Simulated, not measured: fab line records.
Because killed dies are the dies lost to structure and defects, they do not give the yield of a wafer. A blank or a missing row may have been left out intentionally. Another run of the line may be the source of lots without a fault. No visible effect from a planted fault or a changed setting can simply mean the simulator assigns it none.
What tool caused it? / flow gf180mcu / 33 wafers from 11 lots sampled at 6 of the route's 602 steps

WHAT THE GAUGES READ, wafer by wafer
GF_STI_BOW_MEAS_00. Usual: INCOMING_BOW typically reads 0 um, with standard deviation 6.3.
lot=L732; measured=day 1 10:00; on=filmMetro-04; INCOMING_BOW (um)=-6 -8 1; flag=
lot=L735; measured=day 2 01:02; on=filmMetro-02; INCOMING_BOW (um)=12 5 0; flag=
lot=L736; measured=day 2 06:01; on=filmMetro-03; INCOMING_BOW (um)=4 0 -3; flag=
lot=L737; measured=day 2 11:00; on=filmMetro-02; INCOMING_BOW (um)=10 -11 10; flag=
lot=L738; measured=day 2 16:01; on=filmMetro-03; INCOMING_BOW (um)=6 8 -6; flag=
lot=L739; measured=day 2 21:00; on=filmMetro-04; INCOMING_BOW (um)=1 -11 -2; flag=
lot=L744; measured=day 3 22:00; on=filmMetro-04; INCOMING_BOW (um)=4 -6 -9; flag=
lot=L747; measured=day 4 13:01; on=filmMetro-02; INCOMING_BOW (um)=0 -1 -8; flag=
lot=L748; measured=day 4 18:04; on=filmMetro-02; INCOMING_BOW (um)=2 14 -1; flag=
lot=L752; measured=day 5 14:01; on=filmMetro-02; INCOMING_BOW (um)=-10 -2 -4; flag=
lot=L753; measured=day 5 19:02; on=filmMetro-03; INCOMING_BOW (um)=-2 -2 -4; flag=

GF_STI_THK_MEAS_04. Usual: STI_CVD_03_THK typically reads 207.6 nm, with standard deviation 1.9.
lot=L732; measured=day 1 14:33; on=filmMetro-04; STI_CVD_03_THK (nm)=206.5 207.0 205.0; flag=
lot=L735; measured=day 2 04:35; on=filmMetro-02; STI_CVD_03_THK (nm)=208.2 209.0 209.1; flag=
lot=L736; measured=day 2 11:46; on=filmMetro-03; STI_CVD_03_THK (nm)=209.0 208.8 208.6; flag=
lot=L737; measured=day 2 16:38; on=filmMetro-04; STI_CVD_03_THK (nm)=207.3 207.3 204.8; flag=
lot=L738; measured=day 2 19:40; on=filmMetro-03; STI_CVD_03_THK (nm)=205.3 205.5 206.0; flag=
lot=L739; measured=day 3 01:51; on=filmMetro-03; STI_CVD_03_THK (nm)=206.9 206.8 206.4; flag=
lot=L744; measured=day 4 02:16; on=filmMetro-02; STI_CVD_03_THK (nm)=172.6 179.0 185.7; flag=OFF
lot=L747; measured=day 4 16:34; on=filmMetro-03; STI_CVD_03_THK (nm)=160.8 159.0 160.6; flag=OFF
lot=L748; measured=day 4 22:14; on=filmMetro-02; STI_CVD_03_THK (nm)=209.8 211.3 210.2; flag=
lot=L752; measured=day 5 18:14; on=filmMetro-02; STI_CVD_03_THK (nm)=205.7 203.2 204.7; flag=
lot=L753; measured=day 5 22:35; on=filmMetro-03; STI_CVD_03_THK (nm)=206.2 208.6 206.5; flag=

GF_POLY_GATE_CD_MEAS_10 targets a cd of 280 nm. Usual: cdNm 280.0 nm, standard deviation 1.2.
lot=L732; measured=day 9 04:43; on=cdSem-02; cdNm (nm)=281.6 281.2 281.7; flag=
lot=L735; measured=day 10 06:55; on=cdSem-01; cdNm (nm)=280.6 281.0 280.4; flag=
lot=L736; measured=day 10 12:36; on=cdSem-02; cdNm (nm)=278.9 279.5 278.9; flag=
lot=L737; measured=day 10 22:41; on=cdSem-01; cdNm (nm)=278.6 278.6 278.3; flag=
lot=L738; measured=day 11 00:11; on=cdSem-02; cdNm (nm)=281.8 281.0 280.7; flag=
lot=L739; measured=day 11 07:34; on=cdSem-02; cdNm (nm)=281.4 280.2 280.2; flag=
lot=L744; measured=day 12 21:02; on=cdSem-02; cdNm (nm)=279.5 280.0 280.8; flag=
lot=L747; measured=day 13 18:06; on=cdSem-02; cdNm (nm)=279.6 279.5 279.4; flag=
lot=L748; measured=day 14 01:01; on=cdSem-02; cdNm (nm)=280.6 280.0 280.6; flag=
lot=L752; measured=day 15 05:32; on=cdSem-01; cdNm (nm)=281.2 280.7 281.4; flag=
lot=L753; measured=day 15 10:43; on=cdSem-01; cdNm (nm)=280.0 280.2 281.3; flag=

TOOL THAT RAN EACH LOT (tool first, then ch and the chambers of the sampled wafers, then the start)
lot=L732; GF_STI_CVD_03=lpcvd-02 ch 1, day 1 11:34; GF_STI_ETCH_13=rieDiel-03 ch 0,3, day 2 02:53; GF_VT_IMPLANT_STRIP_42=plasmaAsher-01 ch 0,1, day 7 13:49
lot=L735; GF_STI_CVD_03=lpcvd-02 ch 0, day 2 02:34; GF_STI_ETCH_13=rieDiel-03 ch 0,2,3, day 2 17:05; GF_VT_IMPLANT_STRIP_42=plasmaAsher-03 ch 0,1, day 8 12:44
lot=L736; GF_STI_CVD_03=lpcvd-01 ch 1, day 2 08:47; GF_STI_ETCH_13=rieDiel-03 ch 0,2,3, day 2 23:47; GF_VT_IMPLANT_STRIP_42=plasmaAsher-01 ch 0,1, day 8 17:43
lot=L737; GF_STI_CVD_03=lpcvd-01 ch 1, day 2 13:39; GF_STI_ETCH_13=rieDiel-04 ch 0,3, day 3 05:58; GF_VT_IMPLANT_STRIP_42=plasmaAsher-04 ch 0,1, day 9 05:57
lot=L738; GF_STI_CVD_03=lpcvd-02 ch 1, day 2 17:40; GF_STI_ETCH_13=rieDiel-03 ch 0,2,3, day 3 08:08; GF_VT_IMPLANT_STRIP_42=plasmaAsher-03 ch 0,1, day 9 07:48
lot=L739; GF_STI_CVD_03=lpcvd-02 ch 1, day 2 23:52; GF_STI_ETCH_13=rieDiel-02 ch 0,1,3, day 3 13:56; GF_VT_IMPLANT_STRIP_42=plasmaAsher-01 ch 0, day 9 13:24
lot=L744; GF_STI_CVD_03=lpcvd-01 ch 1, day 4 00:16; GF_STI_ETCH_13=rieDiel-02 ch 0,2,3, day 4 15:41; GF_VT_IMPLANT_STRIP_42=plasmaAsher-03 ch 0,1, day 11 02:03
lot=L747; GF_STI_CVD_03=lpcvd-01 ch 1, day 4 14:34; GF_STI_ETCH_13=rieDiel-03 ch 0,2,3, day 5 05:55; GF_VT_IMPLANT_STRIP_42=plasmaAsher-04 ch 0,1, day 11 20:27
lot=L748; GF_STI_CVD_03=lpcvd-02 ch 1, day 4 20:13; GF_STI_ETCH_13=rieDiel-02 ch 0,1,2, day 5 12:14; GF_VT_IMPLANT_STRIP_42=plasmaAsher-04 ch 0,1, day 12 03:42
lot=L752; GF_STI_CVD_03=lpcvd-02 ch 1, day 5 16:14; GF_STI_ETCH_13=rieDiel-02 ch 0,1,3, day 6 09:32; GF_VT_IMPLANT_STRIP_42=plasmaAsher-03 ch 0,1, day 13 05:24
lot=L753; GF_STI_CVD_03=lpcvd-02 ch 0, day 5 20:34; GF_STI_ETCH_13=rieDiel-03 ch 1,2, day 6 13:17; GF_VT_IMPLANT_STRIP_42=plasmaAsher-03 ch 0,1, day 13 10:23
- GF_STI_CVD_03: deposits Si3N4 from DCS/NH3, target thk 207.16 nm, time 3551 s.
- GF_STI_ETCH_13: etches the open film in CHF3/O2, stops on Si, target depth 282.31 nm, time 112.9 s.
- GF_VT_IMPLANT_STRIP_42: strips in O2/N2.

WHAT THE TOOLS THEMSELVES READ (means of the sampled wafers that have a number; where no wafer has one, the mark that the record gives instead)
GF_STI_CVD_03. Usual: spikeTcCentreC 769.5 C, standard deviation 1.5; spikeTcLowerC 770.9 C, standard deviation 1.4; spikeTcTopC 784 C, standard deviation 3; spikeTcUpperC 769.7 C, standard deviation 1.6; zonePowerCentrePct 13.4 %, standard deviation 2.1; zonePowerLowerPct 11.5 %, standard deviation 1.3.
lot=L732; tool=lpcvd-02; spikeTcCentreC (C)=770.8; spikeTcLowerC (C)=771.4; spikeTcTopC (C)=783; spikeTcUpperC (C)=770.0; zonePowerCentrePct (%)=11.8; zonePowerLowerPct (%)=10.5; flag=
lot=L735; tool=lpcvd-02; spikeTcCentreC (C)=768.0; spikeTcLowerC (C)=769.2; spikeTcTopC (C)=786; spikeTcUpperC (C)=769.1; zonePowerCentrePct (%)=16.1; zonePowerLowerPct (%)=10.5; flag=
lot=L736; tool=lpcvd-01; spikeTcCentreC (C)=770.1; spikeTcLowerC (C)=770.7; spikeTcTopC (C)=784; spikeTcUpperC (C)=766.7; zonePowerCentrePct (%)=11.1; zonePowerLowerPct (%)=13.8; flag=
lot=L737; tool=lpcvd-01; spikeTcCentreC (C)=769.3; spikeTcLowerC (C)=771.2; spikeTcTopC (C)=785; spikeTcUpperC (C)=768.1; zonePowerCentrePct (%)=11.0; zonePowerLowerPct (%)=13.6; flag=
lot=L738; tool=lpcvd-02; spikeTcCentreC (C)=771.0; spikeTcLowerC (C)=770.2; spikeTcTopC (C)=782; spikeTcUpperC (C)=770.6; zonePowerCentrePct (%)=11.9; zonePowerLowerPct (%)=10.6; flag=
lot=L739; tool=lpcvd-02; spikeTcCentreC (C)=770.8; spikeTcLowerC (C)=770.2; spikeTcTopC (C)=783; spikeTcUpperC (C)=770.7; zonePowerCentrePct (%)=11.8; zonePowerLowerPct (%)=10.5; flag=
lot=L744; tool=lpcvd-01; spikeTcCentreC (C)=737.2; spikeTcLowerC (C)=775.4; spikeTcTopC (C)=785; spikeTcUpperC (C)=771.4; zonePowerCentrePct (%)=3.8; zonePowerLowerPct (%)=18.4; flag=OFF
lot=L747; tool=lpcvd-01; spikeTcCentreC (C)=738.2; spikeTcLowerC (C)=776.3; spikeTcTopC (C)=784; spikeTcUpperC (C)=771.5; zonePowerCentrePct (%)=3.9; zonePowerLowerPct (%)=18.4; flag=OFF
lot=L748; tool=lpcvd-02; spikeTcCentreC (C)=771.1; spikeTcLowerC (C)=770.7; spikeTcTopC (C)=783; spikeTcUpperC (C)=771.9; zonePowerCentrePct (%)=11.8; zonePowerLowerPct (%)=10.4; flag=
lot=L752; tool=lpcvd-02; spikeTcCentreC (C)=771.2; spikeTcLowerC (C)=771.2; spikeTcTopC (C)=782; spikeTcUpperC (C)=771.6; zonePowerCentrePct (%)=11.8; zonePowerLowerPct (%)=10.5; flag=
lot=L753; tool=lpcvd-02; spikeTcCentreC (C)=767.7; spikeTcLowerC (C)=770.3; spikeTcTopC (C)=787; spikeTcUpperC (C)=769.8; zonePowerCentrePct (%)=16.1; zonePowerLowerPct (%)=10.5; flag=

GF_STI_ETCH_13. Usual: chf3FlowSccm 50.01 sccm, standard deviation 0.15; drypumpMotorCurrentA 5.6 A, standard deviation 0.41; oesProductAu 0.833 a.u., standard deviation 0.0061; throttleValvePct 8.809 %, standard deviation 0.0096.
lot=L732; tool=rieDiel-03; chf3FlowSccm (sccm)=50.00; drypumpMotorCurrentA (A)=5.7; oesProductAu (a.u.)=0.828; throttleValvePct (%)=8.812; flag=
lot=L735; tool=rieDiel-03; chf3FlowSccm (sccm)=50.01; drypumpMotorCurrentA (A)=5.8; oesProductAu (a.u.)=0.837; throttleValvePct (%)=8.812; flag=
lot=L736; tool=rieDiel-03; chf3FlowSccm (sccm)=49.94; drypumpMotorCurrentA (A)=5.8; oesProductAu (a.u.)=0.840; throttleValvePct (%)=8.807; flag=
lot=L737; tool=rieDiel-04; chf3FlowSccm (sccm)=49.94; drypumpMotorCurrentA (A)=5.3; oesProductAu (a.u.)=0.829; throttleValvePct (%)=8.813; flag=
lot=L738; tool=rieDiel-03; chf3FlowSccm (sccm)=50.01; drypumpMotorCurrentA (A)=5.8; oesProductAu (a.u.)=0.827; throttleValvePct (%)=8.807; flag=
lot=L739; tool=rieDiel-02; chf3FlowSccm (sccm)=49.94; drypumpMotorCurrentA (A)=5.7; oesProductAu (a.u.)=0.833; throttleValvePct (%)=8.809; flag=
lot=L744; tool=rieDiel-02; chf3FlowSccm (sccm)=49.96; drypumpMotorCurrentA (A)=5.6; oesProductAu (a.u.)=0.772; throttleValvePct (%)=8.796; flag=OFF
lot=L747; tool=rieDiel-03; chf3FlowSccm (sccm)=50.11; drypumpMotorCurrentA (A)=5.8; oesProductAu (a.u.)=0.730; throttleValvePct (%)=8.780; flag=OFF
lot=L748; tool=rieDiel-02; chf3FlowSccm (sccm)=50.00; drypumpMotorCurrentA (A)=5.3; oesProductAu (a.u.)=0.840; throttleValvePct (%)=8.807; flag=
lot=L752; tool=rieDiel-02; chf3FlowSccm (sccm)=49.88; drypumpMotorCurrentA (A)=5.7; oesProductAu (a.u.)=0.830; throttleValvePct (%)=8.805; flag=
lot=L753; tool=rieDiel-03; chf3FlowSccm (sccm)=50.04; drypumpMotorCurrentA (A)=5.7; oesProductAu (a.u.)=0.835; throttleValvePct (%)=8.807; flag=

GF_VT_IMPLANT_STRIP_42. Usual: drypumpMotorCurrentA 5.8 A, standard deviation 0.46; heaterPowerW 335 W, standard deviation 28; n2FlowSccm 300.0 sccm, standard deviation 0.94; oesProductAu 0.716 a.u., standard deviation 0.0048; stripTimeToEndpointS 12.65 s, standard deviation 0.036.
lot=L732; tool=plasmaAsher-01; drypumpMotorCurrentA (A)=5.5; heaterPowerW (W)=335; n2FlowSccm (sccm)=300.0; oesProductAu (a.u.)=0.711; stripTimeToEndpointS (s)=12.71; flag=
lot=L735; tool=plasmaAsher-03; drypumpMotorCurrentA (A)=6.2; heaterPowerW (W)=306; n2FlowSccm (sccm)=299.6; oesProductAu (a.u.)=0.715; stripTimeToEndpointS (s)=12.65; flag=
lot=L736; tool=plasmaAsher-01; drypumpMotorCurrentA (A)=5.5; heaterPowerW (W)=334; n2FlowSccm (sccm)=299.3; oesProductAu (a.u.)=0.718; stripTimeToEndpointS (s)=12.63; flag=
lot=L737; tool=plasmaAsher-04; drypumpMotorCurrentA (A)=5.5; heaterPowerW (W)=377; n2FlowSccm (sccm)=300.5; oesProductAu (a.u.)=0.718; stripTimeToEndpointS (s)=12.68; flag=
lot=L738; tool=plasmaAsher-03; drypumpMotorCurrentA (A)=6.2; heaterPowerW (W)=303; n2FlowSccm (sccm)=298.5; oesProductAu (a.u.)=0.717; stripTimeToEndpointS (s)=12.62; flag=
lot=L739; tool=plasmaAsher-01; drypumpMotorCurrentA (A)=5.1; heaterPowerW (W)=339; n2FlowSccm (sccm)=299.5; oesProductAu (a.u.)=0.714; stripTimeToEndpointS (s)=12.64; flag=
lot=L744; tool=plasmaAsher-03; drypumpMotorCurrentA (A)=6.2; heaterPowerW (W)=302; n2FlowSccm (sccm)=300.5; oesProductAu (a.u.)=0.710; stripTimeToEndpointS (s)=12.64; flag=
lot=L747; tool=plasmaAsher-04; drypumpMotorCurrentA (A)=5.5; heaterPowerW (W)=365; n2FlowSccm (sccm)=299.0; oesProductAu (a.u.)=0.717; stripTimeToEndpointS (s)=12.65; flag=
lot=L748; tool=plasmaAsher-04; drypumpMotorCurrentA (A)=5.5; heaterPowerW (W)=373; n2FlowSccm (sccm)=299.8; oesProductAu (a.u.)=0.714; stripTimeToEndpointS (s)=12.68; flag=
lot=L752; tool=plasmaAsher-03; drypumpMotorCurrentA (A)=6.2; heaterPowerW (W)=304; n2FlowSccm (sccm)=299.9; oesProductAu (a.u.)=0.719; stripTimeToEndpointS (s)=12.63; flag=
lot=L753; tool=plasmaAsher-03; drypumpMotorCurrentA (A)=6.2; heaterPowerW (W)=304; n2FlowSccm (sccm)=299.2; oesProductAu (a.u.)=0.711; stripTimeToEndpointS (s)=12.64; flag=

THE ANSWER, worked out from the rows above alone
Rule: a lot counts as off when the mean over its wafers that have a number is more than 3 standard deviations away from the usual mean. Also off: a lot with no number at a reading for which 4 or more lots have one. All remaining lots with rows at the step are treated as sound. Order of review: gauges by route order, followed by the tools' own readings, for which a lot's mean as printed above is used. At the first step where some lot is off, the reading lying furthest off is the one used; lots without a number count as furthest.
Off: L744, L747, at GF_STI_THK_MEAS_04 (STI_CVD_03_THK).
If a tool, at a process step before that reading, ran all the lots that are off and no sound lot after the first of them, it fits. Not tried: the gauges at GF_STI_THK_MEAS_04; whatever is off there is also off at GF_STI_CVD_03, on other tools, and gauge error can't account for it. One candidate fits, namely lpcvd-01 at GF_STI_CVD_03. Its last sound lot is L737 (day 2 13:39), its first lot that is off L744 (day 4 00:16): a fault that began between those two fits.
The tool's own readings at GF_STI_CVD_03 bear it out: on the lots that are off they differ by more than 5 times the standard deviation of the sound lots' means. spikeTcCentreC reads 737.7 C there against 770.0 C on the sound lots; spikeTcLowerC reads 775.8 C there against 770.6 C on the sound lots; zonePowerLowerPct reads 18.4 % there against 11.2 % on the sound lots.

WHAT THE SIMULATOR PUT IN
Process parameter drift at GF_STI_CVD_03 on lpcvd-01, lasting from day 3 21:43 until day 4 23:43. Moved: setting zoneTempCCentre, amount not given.
Struck lots among those shown: L744, L747. This agrees with what the rule above found.
